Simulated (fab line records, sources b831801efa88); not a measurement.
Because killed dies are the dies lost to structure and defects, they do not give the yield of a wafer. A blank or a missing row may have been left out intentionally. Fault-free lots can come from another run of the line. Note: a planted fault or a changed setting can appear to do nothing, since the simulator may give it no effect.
Chamber matching + flow sky130 + SKY_VIA1_CMP_02 on cmp-02: 4 sister chambers
The step polishes SiO2. 4 wafers are shown with their chamber, then 8 later ones without.

EACH WAFER AND ITS CHAMBER
| wafer  | chamber | motor_current_A (A) |
|--------|---------|---------------------|
| L750.1 | 3       | 11.0                |
| L750.3 | 0       | 12.9                |
| L750.4 | 2       | 12.0                |
| L752.1 | 1       | 14.0                |

WAFERS WITH NO CHAMBER GIVEN
| wafer  | motor_current_A (A) |
|--------|---------------------|
| L752.2 | 11.8                |
| L752.6 | 10.9                |
| L754.2 | 12.6                |
| L754.4 | 11.1                |
| L754.6 | 12.7                |
| L756.1 | 13.9                |
| L756.2 | 11.1                |
| L756.4 | 11.3                |

WHICH CHAMBER EACH WENT THROUGH
| wafer  | from the rows above     | in truth                   |
|--------|-------------------------|----------------------------|
| L752.2 | 2                       | 2                          |
| L752.6 | 3                       | 3                          |
| L754.2 | can't be placed: 0 or 2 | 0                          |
| L754.4 | 3                       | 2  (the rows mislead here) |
| L754.6 | 0                       | 0                          |
| L756.1 | 1                       | 1                          |
| L756.2 | 3                       | 3                          |
| L756.4 | 3                       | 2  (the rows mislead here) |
Placed correctly: 5 of 8. Unplaceable from these rows: 1, with the true chamber sitting among the candidates in 1. Wrongly placed: 2.
How it was worked out, from the rows above alone: a wafer's distance from a chamber is the root of the sum, over the readings, of the square of ((its reading less the chamber's mean) divided by the reading's scatter). If the next closest chamber is less than 2 further off than the closest, the wafer can't be placed; otherwise it belongs to the closest. The mean given for a chamber averages the wafers shown for that chamber. The scatter: root of mean squared gap, hidden wafer to nearest shown wafer, with one shown wafer a chamber.
